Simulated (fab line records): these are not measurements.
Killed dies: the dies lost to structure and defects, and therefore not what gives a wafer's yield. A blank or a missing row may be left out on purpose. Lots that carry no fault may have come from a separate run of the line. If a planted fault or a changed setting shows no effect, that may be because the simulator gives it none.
What tool caused it? -- flow sky130 -- 24 lots, 72 wafers sampled, at 6 steps of a route of 708

== WHAT THE GAUGES READ, wafer by wafer ==
SKY_LDD_HVN_TW_MEAS_10.
lot,measured,on,LDD_HVN_TW
L074,day 19 14:47,film metro-01,1450 1442 1444
L075,day 20 03:32,film metro-01,1449 1449 1450
L076,day 20 09:20,film metro-03,1414 1415 1418
L077,day 20 16:40,film metro-02,1433 1432 1422
L078,day 21 14:52,film metro-01,1449 1448 1451
L079,day 21 16:44,film metro-03,1427 1430 1432
L080,day 22 03:34,film metro-03,1417 1421 1421
L081,day 22 20:30,film metro-03,1421 1419 1417
L082,day 23 06:02,film metro-01,1440 1437 1453
L083,day 23 11:50,film metro-03,1425 1423 1419
L084,day 23 18:34,film metro-01,1444 1443 1435
L085,day 24 04:14,film metro-03,1426 1423 1428
L086,day 24 10:28,film metro-02,1431 1432 1426
L087,day 25 12:50,film metro-01,1449 1446 1458
L089,day 26 19:26,film metro-02,1431 1429 1427
L088,day 26 19:32,film metro-03,1423 1422 1425
L090,day 27 12:11,film metro-02,1420 1425 1415
L091,day 27 13:22,film metro-01,1439 1439 1437
L092,day 27 21:58,film metro-03,1432 1421 1421
L093,day 28 02:41,film metro-01,1429 1441 1437
L095,day 28 22:07,film metro-02,1425 1433 1438
L094,day 29 00:19,film metro-02,1427 1427 1426
L097,day 29 01:26,film metro-03,1423 1422 1420
L096,day 29 06:44,film metro-01,1438 1433 1441

SKY_CAP2M_THK_MEAS_01.
lot,measured,on,CAP2M_CVD_00_THK (nm)
L074,day 38 23:47,film metro-01,15.63 15.59 15.92
L075,day 39 11:19,film metro-04,15.81 15.28 15.67
L076,day 39 18:44,film metro-03,15.81 15.65 15.89
L077,day 40 08:22,film metro-04,15.57 15.57 15.57
L078,day 40 17:17,film metro-04,15.49 15.57 15.66
L079,day 40 19:12,film metro-01,15.42 15.75 15.64
L080,day 41 03:22,film metro-04,15.26 15.30 15.41
L081,day 41 15:24,film metro-03,15.14 15.53 15.72
L082,day 41 23:38,film metro-04,15.47 15.70 16.01
L083,day 42 04:41,film metro-03,15.30 15.46 15.51
L084,day 42 08:11,film metro-01,15.81 15.61 15.84
L085,day 42 19:49,film metro-04,15.19 15.22 15.67
L086,day 42 22:56,film metro-04,15.36 15.49 15.16
L087,day 43 21:02,film metro-01,15.52 15.38 15.37
L089,day 44 21:44,film metro-03,14.89 15.48 15.41
L088,day 45 00:30,film metro-01,15.39 15.42 15.76
L090,day 45 05:54,film metro-04,15.24 15.33 15.18
L091,day 45 07:41,film metro-04,15.54 15.84 16.01
L092,day 45 16:05,film metro-01,15.46 15.29 15.71
L093,day 45 17:38,film metro-04,15.56 15.61 15.66
L095,day 46 02:59,film metro-03,15.14 15.02 15.62
L094,day 46 09:06,film metro-04,15.12 15.44 15.37
L097,day 46 09:40,film metro-04,15.33 15.54 15.71
L096,day 46 15:07,film metro-01,15.29 15.83 15.64

== WHICH TOOL RAN EACH LOT (tool, then ch and the chambers of the sampled wafers, then the start) ==
lot,SKY_LI_CONTACT_SPUTTER_19,SKY_METAL3_SPUTTER_00,SKY_METAL3_SPUTTER_01,SKY_VIA3_CMP_02
L074,"pvd sputter-02, day 28 09:03","pvd sputter-04, day 35 13:40","pvd sputter-04, day 35 13:41","cmp-02 ch 0,2, day 37 20:18"
L075,"pvd sputter-02, day 28 22:17","pvd sputter-01, day 36 02:30","pvd sputter-01, day 36 02:31","cmp-02 ch 0,1,3, day 38 08:14"
L076,"pvd sputter-03, day 29 03:44","pvd sputter-02, day 36 08:16","pvd sputter-02, day 36 08:17","cmp-02 ch 1,2, day 38 15:34"
L077,"pvd sputter-02, day 29 22:10","pvd sputter-04, day 37 01:13","pvd sputter-04, day 37 01:14","cmp-01 ch 1,2,3, day 39 06:25"
L078,"pvd sputter-03, day 30 06:10","pvd sputter-01, day 37 08:41","pvd sputter-01, day 37 08:43","cmp-02 ch 0,1,3, day 39 14:12"
L079,"pvd sputter-01, day 30 07:51","pvd sputter-02, day 37 10:46","pvd sputter-02, day 37 10:47","cmp-01 ch 2,3, day 39 16:07"
L080,"pvd sputter-03, day 30 15:50","pvd sputter-04, day 37 18:43","pvd sputter-04, day 37 18:44","cmp-02 ch 0,1,2, day 39 23:56"
L081,"pvd sputter-02, day 31 07:25","pvd sputter-04, day 38 07:34","pvd sputter-04, day 38 07:35","cmp-01 ch 0,2, day 40 12:00"
L082,"pvd sputter-03, day 31 16:25","pvd sputter-02, day 38 17:17","pvd sputter-02, day 38 17:18","cmp-02 ch 0,3, day 40 20:22"
L083,"pvd sputter-02, day 31 21:30","pvd sputter-02, day 38 22:10","pvd sputter-02, day 38 22:11","cmp-01 ch 0,1,3, day 41 02:40"
L084,"pvd sputter-02, day 32 04:37","pvd sputter-04, day 39 03:29","pvd sputter-04, day 39 03:31","cmp-01 ch 0,2,3, day 41 06:26"
L085,"pvd sputter-03, day 32 15:10","pvd sputter-01, day 39 14:37","pvd sputter-01, day 39 14:38","cmp-02 ch 1,2,3, day 41 17:58"
L086,"pvd sputter-01, day 32 19:04","pvd sputter-04, day 39 18:22","pvd sputter-04, day 39 18:23","cmp-01 ch 0,1,3, day 41 22:20"
L087,"pvd sputter-01, day 33 21:32","pvd sputter-01, day 40 18:16","pvd sputter-01, day 40 18:18","cmp-01 ch 0,2,3, day 42 20:34"
L089,"pvd sputter-01, day 35 01:25","pvd sputter-01, day 41 21:40","pvd sputter-01, day 41 21:41","cmp-02 ch 0,1,3, day 43 21:51"
L088,"pvd sputter-02, day 35 02:46","pvd sputter-04, day 42 00:43","pvd sputter-04, day 42 00:44","cmp-01 ch 0,2,3, day 44 00:38"
L090,"pvd sputter-02, day 35 14:10","pvd sputter-01, day 42 07:34","pvd sputter-01, day 42 07:35","cmp-02 ch 0,1,3, day 44 05:57"
L091,"pvd sputter-01, day 35 15:18","pvd sputter-04, day 42 08:58","pvd sputter-04, day 42 08:59","cmp-02 ch 1,2,3, day 44 08:13"
L092,"pvd sputter-01, day 36 00:04","pvd sputter-01, day 42 18:04","pvd sputter-01, day 42 18:05","cmp-01 ch 0,2,3, day 44 16:29"
L093,"pvd sputter-03, day 36 04:08","pvd sputter-04, day 42 20:12","pvd sputter-04, day 42 20:14","cmp-02 ch 0,2,3, day 44 18:12"
L095,"pvd sputter-01, day 36 16:48","pvd sputter-04, day 43 06:43","pvd sputter-04, day 43 06:44","cmp-01 ch 0,2,3, day 45 04:16"
L094,"pvd sputter-03, day 36 23:03","pvd sputter-04, day 43 12:01","pvd sputter-04, day 43 12:02","cmp-02 ch 1,2,3, day 45 10:26"
L097,"pvd sputter-02, day 37 02:01","pvd sputter-01, day 43 14:28","pvd sputter-01, day 43 14:29","cmp-01 ch 0,1, day 45 10:55"
L096,"pvd sputter-01, day 37 06:59","pvd sputter-01, day 43 20:25","pvd sputter-01, day 43 20:26","cmp-02 ch 0,1,2, day 45 17:00"
- SKY_LI_CONTACT_SPUTTER_19: material Ti, target thk 20 nm, time 106.37 s.
- SKY_METAL3_SPUTTER_00: material Ti, target thk 15 nm, time 10 s.
- SKY_METAL3_SPUTTER_01: material TiN, target thk 20 nm, time 16.7 s.
- SKY_VIA3_CMP_02: polishes SiO2.

== WHAT THE TOOLS THEMSELVES READ (means of the sampled wafers that have a number; where no wafer has one, the mark that the record gives instead) ==
SKY_LI_CONTACT_SPUTTER_19.
lot,tool,substrate temp c (C),throttle valve pct (%)
L074,pvd sputter-02,199.83,29.0
L075,pvd sputter-02,200.09,29.8
L076,pvd sputter-03,200.08,30.3
L077,pvd sputter-02,200.09,30.0
L078,pvd sputter-03,200.01,30.6
L079,pvd sputter-01,199.99,29.9
L080,pvd sputter-03,199.89,30.8
L081,pvd sputter-02,200.02,29.9
L082,pvd sputter-03,200.02,31.7
L083,pvd sputter-02,199.93,30.1
L084,pvd sputter-02,199.86,29.8
L085,pvd sputter-03,200.06,30.7
L086,pvd sputter-01,199.96,29.8
L087,pvd sputter-01,199.93,29.3
L089,pvd sputter-01,200.18,28.8
L088,pvd sputter-02,200.08,29.4
L090,pvd sputter-02,199.98,29.2
L091,pvd sputter-01,199.98,29.4
L092,pvd sputter-01,200.12,29.5
L093,pvd sputter-03,199.82,31.7
L095,pvd sputter-01,199.89,29.9
L094,pvd sputter-03,199.95,30.8
L097,pvd sputter-02,200.01,29.9
L096,pvd sputter-01,199.94,30.6

SKY_METAL3_SPUTTER_00.
lot,tool,throttle valve pct (%)
L074,pvd sputter-04,29.7
L075,pvd sputter-01,29.3
L076,pvd sputter-02,30.1
L077,pvd sputter-04,29.5
L078,pvd sputter-01,29.3
L079,pvd sputter-02,30.1
L080,pvd sputter-04,29.5
L081,pvd sputter-04,29.4
L082,pvd sputter-02,29.4
L083,pvd sputter-02,29.4
L084,pvd sputter-04,30.9
L085,pvd sputter-01,30.0
L086,pvd sputter-04,30.4
L087,pvd sputter-01,29.9
L089,pvd sputter-01,28.7
L088,pvd sputter-04,30.5
L090,pvd sputter-01,30.0
L091,pvd sputter-04,30.4
L092,pvd sputter-01,30.6
L093,pvd sputter-04,30.2
L095,pvd sputter-04,30.4
L094,pvd sputter-04,29.7
L097,pvd sputter-01,30.9
L096,pvd sputter-01,29.6

SKY_METAL3_SPUTTER_01.
lot,tool,throttle valve pct (%)
L074,pvd sputter-04,29.6
L075,pvd sputter-01,29.4
L076,pvd sputter-02,29.9
L077,pvd sputter-04,29.7
L078,pvd sputter-01,29.3
L079,pvd sputter-02,30.0
L080,pvd sputter-04,29.9
L081,pvd sputter-04,29.4
L082,pvd sputter-02,29.4
L083,pvd sputter-02,29.4
L084,pvd sputter-04,31.0
L085,pvd sputter-01,30.2
L086,pvd sputter-04,30.1
L087,pvd sputter-01,29.8
L089,pvd sputter-01,28.8
L088,pvd sputter-04,30.5
L090,pvd sputter-01,30.0
L091,pvd sputter-04,30.4
L092,pvd sputter-01,30.5
L093,pvd sputter-04,30.2
L095,pvd sputter-04,30.4
L094,pvd sputter-04,29.6
L097,pvd sputter-01,31.0
L096,pvd sputter-01,29.7

SKY_VIA3_CMP_02.
lot,tool,head pressure psi (psi),motor current A (A)
L074,cmp-02,4.003,13.7
L075,cmp-02,4.005,12.8
L076,cmp-02,3.997,13.9
L077,cmp-01,3.999,12.8
L078,cmp-02,3.997,12.4
L079,cmp-01,3.998,13.2
L080,cmp-02,4.005,13.7
L081,cmp-01,4.001,12.4
L082,cmp-02,4.006,12.5
L083,cmp-01,4.002,12.2
L084,cmp-01,4.009,12.8
L085,cmp-02,4.001,12.9
L086,cmp-01,4.000,12.3
L087,cmp-01,3.993,12.7
L089,cmp-02,4.009,12.9
L088,cmp-01,4.001,12.7
L090,cmp-02,3.997,12.4
L091,cmp-02,3.998,12.9
L092,cmp-01,4.002,12.6
L093,cmp-02,4.012,12.9
L095,cmp-01,4.001,12.7
L094,cmp-02,4.002,12.9
L097,cmp-01,3.997,12.5
L096,cmp-02,3.995,13.4

== THE ANSWER, worked out from the rows above alone ==
Rule: the lots themselves supply what counts as usual. The widest of any qualifying gaps counts: lots, ordered by their means at a reading, are off when they make up no more than a third of the lots, leave a main group of 4 or more, and stand apart from it by 3 or more times the standard deviation of that group's means. A main group whose means are all the same, to the digits that the tables above print for the reading, isn't used. A lot without any number at a reading at which 4 lots or more have one is off too. Any other lot the step has rows for is counted as sound. Order of review: gauges by route order, followed by the tools' own readings, for which a lot's mean as printed above is used. The first step at which some lot is off is used, and at that step the reading that is off furthest; a lot without a number counts as furthest.
Nothing can be told from this: no lot is off at any reading shown.

== WHAT THE SIMULATOR HAD PUT IN ==
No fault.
